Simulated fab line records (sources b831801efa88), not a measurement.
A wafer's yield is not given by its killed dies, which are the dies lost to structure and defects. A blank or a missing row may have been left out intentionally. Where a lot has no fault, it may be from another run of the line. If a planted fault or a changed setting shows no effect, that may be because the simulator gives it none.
fab line records	flow sfq-line
record lots=6	wafers=18	last-day=79
route steps=325 shown JJ@189 M5@198
lots untouched by any fault: they come from a run of this same line in which no faults occurred
start-h: start of the lot's first displayed wafer, in hours after the record's first day	wait-h: how many hours have passed since the lot's step before this one	" as in the row above	L1.1+2: a single row standing in for several wafers	- no value, or no start was given	* or withheld: withheld	< > ~ a bound
route shown NAME@n: names a module that has steps shown in the file, with the first one's number in the route	usual: average and standard deviation across the fault-free wafers	same: alike in all rows	chamber/n: place in a boat	sites: readings site by site	_std_site: standard deviation across them	_edge_site: outer sites' mean less inner sites'	radius-mm: how far each site lies from the wafer's centre	mask NAME#n: copy n	behind: the last tool/chamber to shape the wafer	hold: cause of the lot's hold/its duration in hours/its outcome	device: the transistor (n, p or np) that didn't switch	end of line: tests of these same wafers at the route's end	for a step that has no rows: nothing shown but its recipe	killed: at the first sort, the dies lost to defects and structure; wafer yield is something else	map: a wafer's dies, x killed, . not, _ none there
set.NAME: the setting as run; set.NAME@STEP: as run at that earlier step	model.NAME: the simulator's own value behind a step, which no gauge read
lots at selected steps of the route; one table per step, one row per wafer
services: a tool's chamber out of use, with start hour (start-h, from the record's first day; less than 0 if before it), hours out, and reason
## steps
# step SFQ_TRILAYER_JJ_CE_LITHO_PEB_117
# recipe peb-temp-c=115	peb-time-s=60	resist=KrF
# step SFQ_TRILAYER_JJ_CE_LITHO_DEVELOP_116
# recipe time-s=60	resist=KrF
# step SFQ_JJ_OVL_MEAS_931
# usual J5_OVL=0/6.1
lot.wafer	tool	chamber	start-h	wait-h	J5_OVL[nm]
L170.3	overlay-01	-	1066.87	0.1	-1
L170.5	"	-	"	"	-5
L170.6	"	-	"	"	-7
L173.1	overlay-01	-	1180.40	0.1	8
L173.2	"	-	"	"	16
L173.3	"	-	"	"	3
L178.2	overlay-02	-	1273.53	0.1	-1
L178.4	"	-	"	"	1
L178.5	"	-	"	"	1
L179.1	overlay-02	-	1274.72	0.1	-1
L179.3	"	-	"	"	0
L179.5	"	-	"	"	-2
L182.1	overlay-01	-	1492.26	0.1	-7
L182.5	"	-	"	"	-1
L182.6	"	-	"	"	-1
L183.1	overlay-01	-	1495.86	0.1	-11
L183.2	"	-	"	"	-6
L183.3	"	-	"	"	-11
# step SFQ_TRILAYER_JJ_CE_METRO_MEASURE_117
# usual cd-nm=699.9/1.3
lot.wafer	tool	chamber	start-h	wait-h	cd-nm
L170.3	cd-sem-02	-	1067.29	0.4	700.6
L170.5	"	-	"	"	701.5
L170.6	"	-	"	"	701.7
L173.1	cd-sem-01	-	1180.43	0.0	699.0
L173.2	"	-	"	"	698.4
L173.3	"	-	"	"	697.4
L178.2	cd-sem-02	-	1273.76	0.2	699.9
L178.4	"	-	"	"	701.4
L178.5	"	-	"	"	700.5
L179.1	cd-sem-02	-	1274.76	0.0	698.1
L179.3	"	-	"	"	697.9
L179.5	"	-	"	"	696.9
L182.1	cd-sem-02	-	1492.30	0.0	696.3
L182.5	"	-	"	"	698.7
L182.6	"	-	"	"	699.0
L183.1	cd-sem-01	-	1495.90	0.0	699.5
L183.2	"	-	"	"	699.5
L183.3	"	-	"	"	699.0
# step SFQ_TRILAYER_JJ_CE_BARC_OPEN_RIE_150
# recipe mask-material=PR	chemistry=O2	target-depth-nm=240	target=BARC	icp-w=600	bias-w=80	pressure-mtorr=10	time-s=80
# usual drypump-motor-current-A=6.1/0.43	oes-product-au=0.538/0.0049
lot.wafer	tool	chamber	start-h	wait-h	drypump-motor-current-A	oes-product-au	rf-hours-counter-h
L170.3	rie-metal-01	1	1068.12	0.6	6.1	0.534	-
L170.5	"	1	"	"	6.0	0.537	-
L170.6	"	0	"	"	5.9	0.538	-
L173.1	rie-metal-02	1	1181.63	1.0	6.0	0.534	93
L173.2	"	0	"	"	4.9	0.541	133
L173.3	"	0	"	"	4.9	0.528	-
L178.2	rie-metal-01	1	1274.76	0.8	6.1	0.546	121
L178.4	"	0	"	"	5.8	0.538	-
L178.5	"	1	"	"	6.0	0.540	-
L179.1	rie-metal-03	1	1275.96	1.0	6.5	0.537	0
L179.3	"	1	"	"	6.5	0.543	-
L179.5	"	0	"	"	6.3	0.537	-
L182.1	rie-metal-03	0	1493.50	1.0	6.3	0.546	35
L182.5	"	0	"	"	6.3	0.542	-
L182.6	"	1	"	"	6.4	0.537	-
L183.1	rie-metal-03	1	1497.10	1.0	6.5	0.546	25
L183.2	"	0	"	"	6.3	0.538	35
L183.3	"	1	"	"	6.4	0.538	-
# step SFQ_TRILAYER_JJ_CE_ETCH_RIE_118
# recipe target=Nb	stop-on=Al2O3	mask-material=PR	taper-deg=13.257	over-etch-frac=0.15	time-s=97.7	chemistry=SF6	target-depth-nm=170	icp-w=600	bias-w=80	pressure-mtorr=10
# usual drypump-motor-current-A=6.1/0.43	oes-product-au=0.988/0.0067
lot.wafer	tool	chamber	start-h	wait-h	drypump-motor-current-A	oes-product-au	rf-hours-counter-h
L170.3	rie-metal-01	1	1068.22	0.1	6.1	0.995	-
L170.5	"	1	"	"	6.0	0.990	-
L170.6	"	0	"	"	5.8	0.982	-
L173.1	rie-metal-02	1	1181.73	0.1	6.0	0.992	93
L173.2	"	0	"	"	4.8	0.996	133
L173.3	"	0	"	"	4.8	0.997	-
L178.2	rie-metal-01	1	1274.85	0.1	6.1	0.994	122
L178.4	"	0	"	"	5.9	0.996	-
L178.5	"	1	"	"	6.0	0.993	-
L179.1	rie-metal-03	1	1276.05	0.1	6.5	0.990	0
L179.3	"	1	"	"	6.5	0.998	-
L179.5	"	0	"	"	6.3	0.980	-
L182.1	rie-metal-03	0	1493.59	0.1	6.3	0.984	35
L182.5	"	0	"	"	6.3	0.985	-
L182.6	"	1	"	"	6.5	0.988	-
L183.1	rie-metal-03	1	1497.19	0.1	6.5	0.997	25
L183.2	"	0	"	"	6.3	0.987	35
L183.3	"	1	"	"	6.5	0.986	-
# step SFQ_TRILAYER_JJ_ANODIZE_ANODIZE_119
# recipe current-density-ma-cm2=withheld	end-current-density-ma-cm2=withheld	bath-temp-c=withheld
# step SFQ_TRILAYER_JJ_CE_STRIP_STRIP_120
# recipe gas=O2	power-w=200	platen-temp-c=40	overash-fraction=0.65	chemistry=O2	pressure-mtorr=50
# usual drypump-motor-current-A=5.7/0.59	oes-product-au=1.000/0.0094
lot.wafer	tool	chamber	start-h	wait-h	drypump-motor-current-A	oes-product-au	rf-hours-counter-h
L170.3	rie-metal-02	0	1068.99	0.2	4.8	1.009	-
L170.5	"	1	"	"	6.0	0.982	-
L170.6	"	0	"	"	4.8	1.009	-
L173.1	rie-metal-03	0	1182.33	0.0	6.3	0.994	153
L173.2	"	1	"	"	6.5	1.002	141
L173.3	"	1	"	"	6.5	1.006	-
L178.2	rie-metal-02	1	1275.50	0.0	6.0	0.989	109
L178.4	"	0	"	"	4.8	0.999	-
L178.5	"	1	"	"	6.0	0.979	-
L179.1	rie-metal-01	0	1276.66	0.0	5.8	1.000	101
L179.3	"	0	"	"	5.9	1.002	-
L179.5	"	1	"	"	6.1	1.011	-
L182.1	rie-metal-02	0	1494.19	0.0	4.8	1.021	32
L182.5	"	0	"	"	4.8	1.008	-
L182.6	"	1	"	"	6.0	0.995	-
L183.1	rie-metal-01	0	1497.79	0.0	5.9	1.000	131
L183.2	"	1	"	"	6.0	0.998	18
L183.3	"	0	"	"	5.8	1.008	-
# step SFQ_TRILAYER_JJ_CE_STRIP_SOLV_CLEAN_121
# recipe chemistry=NMP	temp-c=70	time-s=600
# step SFQ_TRILAYER_M5_LITHO_COAT_128
# recipe resist=BARC	spin-rpm=3000	resist-thk-nm=62
# step SFQ_TRILAYER_M5_LITHO_COAT_123
# recipe resist=KrF	spin-rpm=3000	resist-thk-nm=600
# step SFQ_TRILAYER_M5_LITHO_SOFTBAKE_127
# recipe temp-c=withheld	time-s=withheld	resist=KrF
# step SFQ_TRILAYER_M5_LITHO_EXPOSE_124
# recipe mask-id=M5	na=0.6	source-shape=conventional	sigma-outer=0.65	target-cd-nm=700	dose-mj=14.4
lot.wafer	tool	chamber	start-h	wait-h	mask
L170.3+5+6	krf-scanner-02	0	1169.82	-	M5#0
L173.1+2+3	krf-scanner-01	0	1303.55	-	M5#0
L178.2+4+5	krf-scanner-01	0	1385.02	-	M5#0
L179.1+3+5	krf-scanner-01	0	1386.02	-	M5#0
L182.1+5+6	krf-scanner-01	0	1503.91	-	M5#0
L183.1+2+3	krf-scanner-01	0	1506.11	-	M5#0
# step SFQ_TRILAYER_M5_LITHO_PEB_126
# recipe peb-temp-c=115	peb-time-s=60	resist=KrF
# step SFQ_TRILAYER_M5_LITHO_DEVELOP_125
# recipe time-s=60	resist=KrF
# step SFQ_M5_OVL_MEAS_932
# usual M5_OVL=0/5.1
lot.wafer	tool	chamber	start-h	wait-h	M5_OVL[nm]
L170.3	overlay-02	-	1170.93	0.1	7
L170.5	"	-	"	"	6
L170.6	"	-	"	"	11
L173.1	overlay-01	-	1305.05	0.1	-8
L173.2	"	-	"	"	-7
L173.3	"	-	"	"	2
L178.2	overlay-02	-	1386.32	0.1	2
L178.4	"	-	"	"	1
L178.5	"	-	"	"	3
L179.1	overlay-02	-	1387.52	0.1	-5
L179.3	"	-	"	"	-4
L179.5	"	-	"	"	-6
L182.1	overlay-02	-	1505.41	0.1	-8
L182.5	"	-	"	"	-4
L182.6	"	-	"	"	-5
L183.1	overlay-02	-	1507.61	0.1	8
L183.2	"	-	"	"	7
L183.3	"	-	"	"	2
# step SFQ_TRILAYER_M5_BARC_OPEN_METAL_ETCH_161
# recipe mask-material=PR	chemistry=O2	target-depth-nm=125	target=BARC	icp-w=600	bias-w=80	pressure-mtorr=10	time-s=41.7
# usual drypump-motor-current-A=5.9/0.52	oes-product-au=0.685/0.0044
lot.wafer	tool	chamber	start-h	wait-h	drypump-motor-current-A	oes-product-au	rf-hours-counter-h	model.M5.cd-nm
L170.3	rie-metal-04	1	1170.98	0.0	5.1	0.682	-	699.6
L170.5	"	0	"	"	6.2	0.679	-	700.5
L170.6	"	1	"	"	5.0	0.693	-	700
L173.1	rie-metal-01	0	1305.09	0.0	5.8	0.685	104	701.5
L173.2	"	1	"	"	6.0	0.681	124	701.9
L173.3	"	0	"	"	5.9	0.693	-	701.3
L178.2	rie-metal-04	0	1386.35	0.0	6.2	0.693	130	698.5
L178.4	"	1	"	"	5.0	0.686	-	699.8
L178.5	"	1	"	"	5.0	0.684	-	700.1
L179.1	rie-metal-01	0	1387.55	0.0	5.9	0.697	116	701.7
L179.3	"	0	"	"	5.9	0.689	-	700.7
L179.5	"	1	"	"	6.0	0.686	-	702.4
L182.1	rie-metal-04	1	1505.44	0.0	5.0	0.688	114	692.5
L182.5	"	1	"	"	5.1	0.685	-	699.8
L182.6	"	1	"	"	5.0	0.687	-	698.3
L183.1	rie-metal-04	1	1507.64	0.0	5.1	0.685	116	690.5
L183.2	"	1	"	"	5.0	0.678	-	695.9
L183.3	"	1	"	"	5.1	0.688	-	697
# step SFQ_TRILAYER_M5_ETCH_METAL_ETCH_126
# recipe target=Nb	stop-on=SiO2	mask-material=PR	over-etch-frac=0.15	time-s=203.2	chemistry=Cl2/BCl3	target-depth-nm=265	icp-w=600	bias-w=80	pressure-mtorr=10
# usual drypump-motor-current-A=5.9/0.52	oes-product-au=0.726/0.0059
lot.wafer	tool	chamber	start-h	wait-h	drypump-motor-current-A	oes-product-au	rf-hours-counter-h	model.M5.cd-nm
L170.3	rie-metal-04	1	1171.08	0.1	5.0	0.726	-	701
L170.5	"	0	"	"	6.2	0.725	-	703.2
L170.6	"	1	"	"	5.0	0.723	-	700.6
L173.1	rie-metal-01	0	1305.15	0.0	5.8	0.723	104	703.9
L173.2	"	1	"	"	6.1	0.729	124	705.6
L173.3	"	0	"	"	5.8	0.724	-	704.5
L178.2	rie-metal-04	0	1386.41	0.0	6.2	0.723	130	700
L178.4	"	1	"	"	5.0	0.716	-	700.2
L178.5	"	1	"	"	5.0	0.723	-	700.7
L179.1	rie-metal-01	0	1387.61	0.0	5.9	0.731	116	702
L179.3	"	0	"	"	5.8	0.730	-	701.6
L179.5	"	1	"	"	6.0	0.737	-	700.4
L182.1	rie-metal-04	1	1505.56	0.1	5.0	0.722	114	694
L182.5	"	1	"	"	5.0	0.723	-	701
L182.6	"	1	"	"	5.0	0.722	-	700.2
L183.1	rie-metal-04	1	1507.76	0.1	5.0	0.726	116	690.7
L183.2	"	1	"	"	5.0	0.726	-	696.9
L183.3	"	1	"	"	5.0	0.722	-	697
# step SFQ_TRILAYER_M5_STRIP_STRIP_127
# recipe gas=O2	power-w=200	platen-temp-c=40	overash-fraction=0.65	chemistry=O2	pressure-mtorr=50
# usual drypump-motor-current-A=5.9/0.52	oes-product-au=0.994/0.0082
lot.wafer	tool	chamber	start-h	wait-h	drypump-motor-current-A	oes-product-au	rf-hours-counter-h
L170.3	rie-metal-04	1	1171.41	0.3	5.1	0.988	-
L170.5	"	0	"	"	6.3	0.995	-
L170.6	"	1	"	"	5.1	0.980	-
L173.1	rie-metal-01	0	1305.34	0.1	5.9	1.005	104
L173.2	"	1	"	"	6.0	1.015	124
L173.3	"	0	"	"	5.9	1.002	-
L178.2	rie-metal-04	0	1386.61	0.1	6.3	0.993	130
L178.4	"	1	"	"	5.1	1.001	-
L178.5	"	1	"	"	5.0	1.001	-
L179.1	rie-metal-01	0	1387.81	0.1	5.8	0.996	116
L179.3	"	0	"	"	5.8	1.002	-
L179.5	"	1	"	"	6.1	0.987	-
L182.1	rie-metal-04	1	1505.95	0.3	5.0	0.976	115
L182.5	"	1	"	"	5.0	0.980	-
L182.6	"	1	"	"	5.0	0.985	-
L183.1	rie-metal-04	1	1508.15	0.3	5.0	0.983	116
L183.2	"	1	"	"	5.0	0.978	-
L183.3	"	1	"	"	5.0	0.978	-
## services
tool	chamber	start-h	hours	kind
krf-scanner-01	-	1047.88	3.2	repair
rie-metal-01	-	1082.09	14.6	pm
krf-scanner-01	-	1095.27	1.3	pm
krf-scanner-01	-	1104.35	2.5	repair
rie-metal-03	1	1107.29	2.8	repair
krf-scanner-01	-	1148.89	1.0	pm
rie-metal-02	0	1153.59	22.1	repair
rie-metal-01	-	1154.84	28.1	pm
rie-metal-01	-	1192.43	0.6	repair
rie-metal-01	-	1212.10	2.8	pm
rie-metal-01	1	1237.91	19.5	repair
krf-scanner-01	-	1246.90	0.6	repair
rie-metal-04	0	1256.47	6.9	repair
krf-scanner-01	-	1270.72	1.3	pm
rie-metal-02	-	1288.60	5.3	repair
rie-metal-03	0	1293.40	11.5	repair
rie-metal-02	-	1301.21	0.3	repair
rie-metal-03	0	1311.34	7.3	repair
rie-metal-03	1	1316.08	4.3	repair
krf-scanner-01	-	1317.95	1.0	pm
krf-scanner-01	-	1318.95	4.0	pm
rie-metal-04	-	1375.47	2.8	pm
rie-metal-03	-	1424.60	14.6	pm
rie-metal-03	-	1507.12	5.0	repair
## key
first-sign none at tools or gauges
model-effect step=SFQ_TRILAYER_M5_BARC_OPEN_METAL_ETCH_161	value=M5.cd-nm	without=698.5	struck=691.5
model-effect step=SFQ_TRILAYER_M5_ETCH_METAL_ETCH_126	value=M5.cd-nm	without=699.4	struck=692.4
met-at SFQ_TRILAYER_M5_LITHO_EXPOSE_124
struck-wafers L182.1,L183.1
onset-between 1386.02 1503.91
fault kind=process-parameter-drift	tool=krf-scanner-01	chamber=-	onset-h=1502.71	steps=SFQ_TRILAYER_M5_LITHO_EXPOSE_124	channel=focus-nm	offset=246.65	shape=step	end-h=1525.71	scope=struck-wafers-only
